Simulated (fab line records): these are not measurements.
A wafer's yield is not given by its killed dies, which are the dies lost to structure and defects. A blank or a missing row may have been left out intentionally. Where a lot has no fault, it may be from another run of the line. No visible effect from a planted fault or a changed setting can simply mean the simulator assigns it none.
fab line records -- flow sky130
[record] lots = 6, wafers = 18, last_day = 50
route steps=708 shown VIA1@474 METAL2@483 PAD_OPEN@708
lots with no fault: from the same line, run without faults
start_h: hours from the record's opening day to when the first of the lot's shown wafers began -- wait_h: how many hours have passed since the lot's step before this one -- " as in the row above -- L1.1+2: several wafers, shown together as one row -- - no value, or no start given -- * or withheld: withheld -- < > ~ a bound
route shown NAME@n: a module of which the file shows steps, and the number in the route of the first -- usual: the fault-free wafers' mean and standard deviation -- same: alike in all rows -- chamber/n: place in a boat -- sites: readings site by site -- _std_site: the values' standard deviation -- _edge_site: mean of outer sites minus mean of inner sites -- radius_mm: how far each site lies from the wafer's centre -- mask NAME#n: copy n -- behind: the most recent tool/chamber to have shaped the wafer -- hold: the reason the lot was held/the length of the hold in hours/how it ended -- device: the n, p or np transistor that did not switch -- end of line: tests of these same wafers at the route's end -- a step with no rows: only its recipe -- killed: the dies lost at the first sort to structure and to defects; this is not the yield of the wafer -- map: shows each die of a wafer: x if killed, . if not, _ if none is there
set.NAME: the run value of the setting; set.NAME@STEP: its run value at that earlier step -- model.NAME: the simulator's own value behind a step, which no gauge read
a table for each step, a row for each wafer; lots at some steps of the route
services: from which hour (start_h, from the record's first day; less than 0 if before it) a tool's chamber was out of use, for how many hours, and why
[[steps]]
[step SKY_VIA1_STRIP_16]
[recipe] chemistry = O2/N2, power_w = 1400, pressure_mtorr = 1500, platen_temp_c = withheld, o2_flow_sccm = 3000, n2_flow_sccm = 300, overash_fraction = 0.5
[step SKY_VIA1_STRIP_17]
[recipe] chemistry = post_etch_residue_remover, time_s = 1200, temp_c = 72.5
[step SKY_VIA1_CLEAN_18]
[recipe] chemistry = IPA, time_s = 180, temp_c = 25
[step SKY_VIA1_CLEAN_19]
[recipe] chemistry = O3/DIW, dry = n2_spin
[step SKY_VIA1_SPUTTER_20]
[recipe] material = TiN, target_thk_nm = 20, chamber_pressure_pa = 5, power_w = 4000, time_s = 80
[step SKY_VIA1_CVD_21]
[recipe] material = W, target_thk_nm = 270, time_s = 80.902, temp_c = 400, pressure_torr = 40
[step SKY_VIA1_RS_MEAS_22]
[recipe] thk_meas_gauge = four-point-probe, reads = W_of_VIA1_CVD_21+TiN_of_VIA1_SPUTTER_20
[usual] VIA1_W_RS = 0.427/0.0045
lot.wafer,tool,chamber,start_h,wait_h,VIA1_W_RS[ohm/sq]
L865.1,film_metro-03,-,821.10,0.1,0.431
L865.4,film_metro-03,-,821.10,0.1,0.437
L865.5,film_metro-03,-,821.10,0.1,0.425
L868.1,film_metro-03,-,853.87,0.1,0.431
L868.4,film_metro-03,-,853.87,0.1,0.427
L868.6,film_metro-03,-,853.87,0.1,0.433
L870.2,film_metro-03,-,868.00,0.1,0.435
L870.3,film_metro-03,-,868.00,0.1,0.425
L870.6,film_metro-03,-,868.00,0.1,0.430
L880.2,film_metro-01,-,941.09,0.1,0.435
L880.5,film_metro-01,-,941.09,0.1,0.430
L880.6,film_metro-01,-,941.09,0.1,0.436
L881.2,film_metro-02,-,950.34,0.1,0.426
L881.3,film_metro-02,-,950.34,0.1,0.427
L881.6,film_metro-02,-,950.34,0.1,0.423
L883.1,film_metro-03,-,955.28,0.1,0.414
L883.3,film_metro-03,-,955.28,0.1,0.420
L883.6,film_metro-03,-,955.28,0.1,0.422
[step SKY_VIA1_THK_MEAS_23]
[recipe] thk_meas_gauge = xrf, reads = W_of_VIA1_CVD_21
[usual] VIA1_W_THK = 274/3.4
lot.wafer,tool,chamber,start_h,wait_h,VIA1_W_THK[nm]
L865.1,film_metro-03,-,821.22,0.1,272
L865.4,film_metro-03,-,821.22,0.1,268
L865.5,film_metro-03,-,821.22,0.1,275
L868.1,film_metro-03,-,853.99,0.1,272
L868.4,film_metro-03,-,853.99,0.1,275
L868.6,film_metro-03,-,853.99,0.1,270
L870.2,film_metro-03,-,868.11,0.1,267
L870.3,film_metro-03,-,868.11,0.1,274
L870.6,film_metro-03,-,868.11,0.1,271
L880.2,film_metro-01,-,941.20,0.1,269
L880.5,film_metro-01,-,941.20,0.1,271
L880.6,film_metro-01,-,941.20,0.1,269
L881.2,film_metro-02,-,950.45,0.1,274
L881.3,film_metro-02,-,950.45,0.1,275
L881.6,film_metro-02,-,950.45,0.1,279
L883.1,film_metro-03,-,955.40,0.1,281
L883.3,film_metro-03,-,955.40,0.1,277
L883.6,film_metro-03,-,955.40,0.1,273
[step SKY_VIA1_CMP_24]
[recipe] stop_on = SiO2, t_overpolish_s = 15, down_force_psi = 3.5, platen_rpm = 60, target_thk_nm = 0, pad_velocity_m_s = 0.94248
[usual] motor_current_A = 10.6/0.77, overpolish_run_s = 15.001/0.0092, retaining_ring_pressure_frac = 1.000/0.0049, time_to_endpoint_s = 65.8/2.8
[same] t_overpolish_s = 15
lot.wafer,tool,chamber,start_h,wait_h,motor_current_A,overpolish_run_s,retaining_ring_pressure_frac,time_to_endpoint_s
L865.4,cmp-01,3,821.28,0.0,11.4,14.996,1.002,66.9
L865.1,cmp-01,2,821.28,0.0,11.1,15.010,0.998,65.6
L865.5,cmp-01,3,821.28,0.0,10.6,14.998,1.000,64.0
L868.4,cmp-01,2,854.05,0.0,11.8,15.003,0.995,62.8
L868.1,cmp-01,3,854.05,0.0,11.3,15.003,1.002,64.5
L868.6,cmp-01,2,854.05,0.0,11.2,14.997,0.989,61.2
L870.2,cmp-01,1,868.16,0.0,10.5,15.006,1.005,59.3
L870.3,cmp-01,2,868.16,0.0,12.1,15.021,0.993,62.5
L870.6,cmp-01,2,868.16,0.0,11.8,15.002,0.994,63.5
L880.2,cmp-02,2,941.35,0.1,11.3,15.000,0.999,62.9
L880.5,cmp-02,0,941.35,0.1,9.9,14.998,1.005,63.4
L880.6,cmp-02,1,941.35,0.1,11.3,14.989,0.992,61.2
L881.2,cmp-01,2,950.55,0.1,11.9,15.002,0.996,69.0
L881.3,cmp-01,0,950.55,0.1,9.9,14.999,0.997,67.2
L881.6,cmp-01,1,950.55,0.1,10.5,15.021,1.010,70.1
L883.3,cmp-01,3,955.46,0.0,11.5,14.991,1.007,64.5
L883.1,cmp-01,1,955.46,0.0,10.6,15.011,1.002,66.5
L883.6,cmp-01,3,955.46,0.0,10.9,14.996,1.006,64.8
[step SKY_METAL2_SPUTTER_00]
[recipe] material = Ti, target_thk_nm = 15, power_w = 3000, time_s = 10, chamber_pressure_pa = 0.4
[usual] throttle_valve_pct = 29.6/0.91
lot.wafer,tool,chamber,start_h,wait_h,throttle_valve_pct
L865.1,pvd_sputter-02,-,821.58,0.1,28.6
L865.4,pvd_sputter-02,-,821.58,0.1,29.8
L865.5,pvd_sputter-02,-,821.58,0.1,29.7
L868.1,pvd_sputter-01,-,854.37,0.2,28.3
L868.4,pvd_sputter-01,-,854.37,0.2,30.4
L868.6,pvd_sputter-01,-,854.37,0.2,28.7
L870.2,pvd_sputter-03,-,868.46,0.2,30.4
L870.3,pvd_sputter-03,-,868.46,0.2,29.8
L870.6,pvd_sputter-03,-,868.46,0.2,29.5
L880.2,pvd_sputter-02,-,941.55,0.1,28.4
L880.5,pvd_sputter-02,-,941.55,0.1,29.7
L880.6,pvd_sputter-02,-,941.55,0.1,28.6
L881.2,pvd_sputter-01,-,950.80,0.2,30.5
L881.3,pvd_sputter-01,-,950.80,0.2,28.5
L881.6,pvd_sputter-01,-,950.80,0.2,30.7
L883.1,pvd_sputter-02,-,955.76,0.1,29.2
L883.3,pvd_sputter-02,-,955.76,0.1,30.0
L883.6,pvd_sputter-02,-,955.76,0.1,28.2
[step SKY_METAL2_SPUTTER_01]
[recipe] material = TiN, target_thk_nm = 20, power_w = 6500, time_s = 16.7, chamber_pressure_pa = 0.4
[usual] throttle_valve_pct = 29.6/0.89
lot.wafer,tool,chamber,start_h,wait_h,throttle_valve_pct
L865.1,pvd_sputter-02,-,821.60,0.0,28.5
L865.4,pvd_sputter-02,-,821.60,0.0,29.8
L865.5,pvd_sputter-02,-,821.60,0.0,29.9
L868.1,pvd_sputter-01,-,854.39,0.0,28.0
L868.4,pvd_sputter-01,-,854.39,0.0,30.5
L868.6,pvd_sputter-01,-,854.39,0.0,28.4
L870.2,pvd_sputter-03,-,868.49,0.0,30.3
L870.3,pvd_sputter-03,-,868.49,0.0,29.5
L870.6,pvd_sputter-03,-,868.49,0.0,29.4
L880.2,pvd_sputter-02,-,941.57,0.0,28.6
L880.5,pvd_sputter-02,-,941.57,0.0,29.8
L880.6,pvd_sputter-02,-,941.57,0.0,28.8
L881.2,pvd_sputter-01,-,950.82,0.0,30.4
L881.3,pvd_sputter-01,-,950.82,0.0,28.5
L881.6,pvd_sputter-01,-,950.82,0.0,30.5
L883.1,pvd_sputter-02,-,955.78,0.0,29.5
L883.3,pvd_sputter-02,-,955.78,0.0,29.8
L883.6,pvd_sputter-02,-,955.78,0.0,28.1
[step SKY_METAL2_SPUTTER_02]
[recipe] material = AlCu, target_thk_nm = 250, power_w = 10600, time_s = 13.3, chamber_pressure_pa = 0.4
[usual] throttle_valve_pct = 29.6/0.92
lot.wafer,tool,chamber,start_h,wait_h,throttle_valve_pct
L865.1,pvd_sputter-02,-,821.63,0.0,28.5
L865.4,pvd_sputter-02,-,821.63,0.0,29.6
L865.5,pvd_sputter-02,-,821.63,0.0,30.0
L868.1,pvd_sputter-01,-,854.42,0.0,28.4
L868.4,pvd_sputter-01,-,854.42,0.0,30.3
L868.6,pvd_sputter-01,-,854.42,0.0,28.3
L870.2,pvd_sputter-03,-,868.51,0.0,30.3
L870.3,pvd_sputter-03,-,868.51,0.0,29.4
L870.6,pvd_sputter-03,-,868.51,0.0,29.4
L880.2,pvd_sputter-02,-,941.60,0.0,28.8
L880.5,pvd_sputter-02,-,941.60,0.0,29.7
L880.6,pvd_sputter-02,-,941.60,0.0,28.6
L881.2,pvd_sputter-01,-,950.85,0.0,30.6
L881.3,pvd_sputter-01,-,950.85,0.0,28.7
L881.6,pvd_sputter-01,-,950.85,0.0,30.6
L883.1,pvd_sputter-02,-,955.80,0.0,29.3
L883.3,pvd_sputter-02,-,955.80,0.0,29.9
L883.6,pvd_sputter-02,-,955.80,0.0,28.4
[step SKY_METAL2_SPUTTER_03]
[recipe] material = Ti, target_thk_nm = 5, power_w = 3000, time_s = 3.3, chamber_pressure_pa = 0.4
[usual] throttle_valve_pct = 29.6/0.89
lot.wafer,tool,chamber,start_h,wait_h,throttle_valve_pct,model.Ti_of_METAL2_SPUTTER_03.thk_nm
L865.1,pvd_sputter-02,-,821.65,0.0,28.9,5.15
L865.4,pvd_sputter-02,-,821.65,0.0,29.8,5.13
L865.5,pvd_sputter-02,-,821.65,0.0,29.8,5.213
L868.1,pvd_sputter-01,-,854.44,0.0,28.2,4.924
L868.4,pvd_sputter-01,-,854.44,0.0,30.5,4.883
L868.6,pvd_sputter-01,-,854.44,0.0,28.4,4.957
L870.2,pvd_sputter-03,-,868.54,0.0,30.3,5.26
L870.3,pvd_sputter-03,-,868.54,0.0,29.6,5.229
L870.6,pvd_sputter-03,-,868.54,0.0,29.8,5.307
L880.2,pvd_sputter-02,-,941.62,0.0,28.7,4.916
L880.5,pvd_sputter-02,-,941.62,0.0,29.9,4.812
L880.6,pvd_sputter-02,-,941.62,0.0,28.5,4.8
L881.2,pvd_sputter-01,-,950.87,0.0,30.4,4.846
L881.3,pvd_sputter-01,-,950.87,0.0,28.3,4.911
L881.6,pvd_sputter-01,-,950.87,0.0,30.4,4.936
L883.1,pvd_sputter-02,-,955.83,0.0,29.7,4.633
L883.3,pvd_sputter-02,-,955.83,0.0,29.8,4.603
L883.6,pvd_sputter-02,-,955.83,0.0,28.2,4.517
[step SKY_METAL2_SPUTTER_04]
[recipe] material = TiN, target_thk_nm = 70, power_w = 6500, time_s = 58.3, chamber_pressure_pa = 0.4
[usual] throttle_valve_pct = 29.6/0.89
lot.wafer,tool,chamber,start_h,wait_h,throttle_valve_pct
L865.1,pvd_sputter-02,-,821.67,0.0,28.6
L865.4,pvd_sputter-02,-,821.67,0.0,29.6
L865.5,pvd_sputter-02,-,821.67,0.0,29.9
L868.1,pvd_sputter-01,-,854.46,0.0,28.7
L868.4,pvd_sputter-01,-,854.46,0.0,30.6
L868.6,pvd_sputter-01,-,854.46,0.0,28.7
L870.2,pvd_sputter-03,-,868.56,0.0,30.1
L870.3,pvd_sputter-03,-,868.56,0.0,29.7
L870.6,pvd_sputter-03,-,868.56,0.0,29.7
L880.2,pvd_sputter-02,-,941.64,0.0,28.5
L880.5,pvd_sputter-02,-,941.64,0.0,30.1
L880.6,pvd_sputter-02,-,941.64,0.0,28.6
L881.2,pvd_sputter-01,-,950.89,0.0,30.7
L881.3,pvd_sputter-01,-,950.89,0.0,28.6
L881.6,pvd_sputter-01,-,950.89,0.0,30.6
L883.1,pvd_sputter-02,-,955.85,0.0,29.5
L883.3,pvd_sputter-02,-,955.85,0.0,30.0
L883.6,pvd_sputter-02,-,955.85,0.0,28.2
[step SKY_PAD_OPEN_PROBE_99]
[usual] defect_limited_yield = 82.6/1.9, killed_at_M0_to_M3 = 43/7, killed_at_M4_up = 3.1/2, killed_at_contacts = 24/5.3, killed_at_front_end = 15/4.2, killed_at_other = 0.4/0.66, killed_dies = 86/9.5, killed_open = 47/7.4, killed_short = 38/6.2, sort_bin_3_pad_short = 0.9/0.44, sort_bin_5_function = 10.2/1.4, sort_bin_6_memory = 6.4/1.1, sort_n_pass = 406/9.5, sort_yield_pct = 82.6/1.9
[same] gross_dies = 492, killed_at_back_side = 0, sort_bin_4_leakage[%] = 0, sort_bin_8_speed[%] = 0
lot.wafer,tool,chamber,start_h,wait_h,defect_limited_yield[%],killed_at_M0_to_M3,killed_at_M4_up,killed_at_contacts,killed_at_front_end,killed_at_other,killed_dies,killed_open,killed_short,sort_bin_3_pad_short[%],sort_bin_5_function[%],sort_bin_6_memory[%],sort_n_pass,sort_yield_pct[%]
L865.1,prober-01,-,1098.39,0.1,80.7,47,4,27,17,0,95,47,47,1.2,11.6,6.5,397,80.7
L865.4,prober-01,-,1098.54,0.2,80.9,48,8,24,13,1,94,55,37,1.8,9.6,7.7,398,80.9
L865.5,prober-01,-,1098.59,0.2,84.1,37,4,26,11,0,78,42,36,0.6,10.6,4.7,414,84.1
L868.1,prober-01,-,1123.44,0.1,83.7,25,5,32,17,1,80,53,27,0.8,9.1,6.3,412,83.7
L868.4,prober-01,-,1123.59,0.2,82.1,41,3,22,21,1,88,54,34,0.6,10.8,6.5,404,82.1
L868.6,prober-01,-,1123.69,0.2,83.5,36,2,23,20,0,81,41,40,1.0,9.3,6.1,411,83.5
// killed by level:class
L865.1 VIA2:geometric_particle:open=11 VIA1:geometric_particle:open=11 CONTACT:geometric_particle:open=9 CONTACT:geometric_particle:short=8 METAL2:geometric_particle:short=7 POLY_GATE:geometric_particle:open=6 LOCAL_INTERCONNECT:geometric_particle:short=6 FIELD_ISO:geometric_particle:short=5
L865.4 CONTACT:geometric_particle:open=14 VIA1:geometric_particle:open=13 VIA3:geometric_particle:open=7 METAL2:geometric_particle:short=7 VIA2:geometric_particle:short=5 METAL4:geometric_particle:short=5 FIELD_ISO:geometric_particle:open=4 VIA2:geometric_particle:open=4
L865.5 CONTACT:geometric_particle:open=10 METAL2:geometric_particle:short=10 LI_CONTACT:geometric_particle:open=8 VIA1:geometric_particle:open=7 VIA3:geometric_particle:open=6 CONTACT:geometric_particle:short=5 VIA2:geometric_particle:open=5 POLY_GATE:geometric_particle:short=4
L868.1 CONTACT:geometric_particle:open=13 VIA1:geometric_particle:open=8 LI_CONTACT:geometric_particle:open=7 FIELD_ISO:geometric_particle:short=6 VIA2:geometric_particle:open=6 LOCAL_INTERCONNECT:geometric_particle:short=5 CONTACT:geometric_particle:short=5 POLY_GATE:geometric_particle:open=4
L868.4 CONTACT:geometric_particle:open=10 VIA1:geometric_particle:open=9 VIA3:geometric_particle:open=8 FIELD_ISO:geometric_particle:short=5 VIA2:geometric_particle:open=5 FIELD_ISO:geometric_particle:open=4 SPACER:geometric_particle:open=4 LI_CONTACT:geometric_particle:open=4
L868.6 VIA1:geometric_particle:open=8 FIELD_ISO:geometric_particle:short=7 LOCAL_INTERCONNECT:geometric_particle:short=6 CONTACT:geometric_particle:open=6 VIA3:geometric_particle:open=6 CONTACT:geometric_particle:short=5 LI_CONTACT:geometric_particle:open=5 VIA2:geometric_particle:open=5
[[services]]
tool,chamber,start_h,hours,kind
cmp-01,-,801.32,4.3,repair
pvd_sputter-01,-,806.28,0.7,repair
pvd_sputter-03,-,824.07,3.8,repair
cmp-01,-,838.50,3.7,repair
pvd_sputter-03,1,847.33,-,consumable_replace:kit
pvd_sputter-03,1,847.33,18.0,scheduled_down
pvd_sputter-03,1,847.33,18.0,vent_cycle
cmp-02,-,848.53,23.0,pm
pvd_sputter-01,-,858.52,5.7,repair
pvd_sputter-02,-,860.27,14.7,repair
cmp-01,-,899.16,3.7,pm
cmp-01,-,912.00,4.0,pm
cmp-01,-,916.00,-,consumable_replace:conditioner
cmp-01,-,916.00,-,consumable_replace:pad
cmp-02,-,922.67,2.3,repair
pvd_sputter-01,1,933.11,-,consumable_replace:kit
pvd_sputter-01,1,933.11,18.0,scheduled_down
pvd_sputter-01,1,933.11,18.0,vent_cycle
cmp-01,-,937.43,5.5,repair
pvd_sputter-03,-,942.61,3.5,repair
pvd_sputter-01,-,948.20,2.6,repair
cmp-01,-,954.23,0.6,repair
[[key]]
first_sign none at tools or gauges
[model_effect] step = SKY_METAL2_SPUTTER_03, value = Ti_of_METAL2_SPUTTER_03.thk_nm, without = 4.965, struck = 4.714
met_at SKY_METAL2_SPUTTER_03
struck_wafers L880.2,L880.5,L880.6,L883.1,L883.3,L883.6
onset_between 821.65 941.62
also_fits SKY_METAL2_SPUTTER_00:pvd_sputter-02,SKY_METAL2_SPUTTER_01:pvd_sputter-02,SKY_METAL2_SPUTTER_02:pvd_sputter-02
[fault] kind = process_parameter_drift, tool = pvd_sputter-02, chamber = -, onset_h = 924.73, steps = SKY_METAL2_SPUTTER_03, channel = time_s, offset = *, shape = step, end_h = 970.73, acts_in = *, stated = *
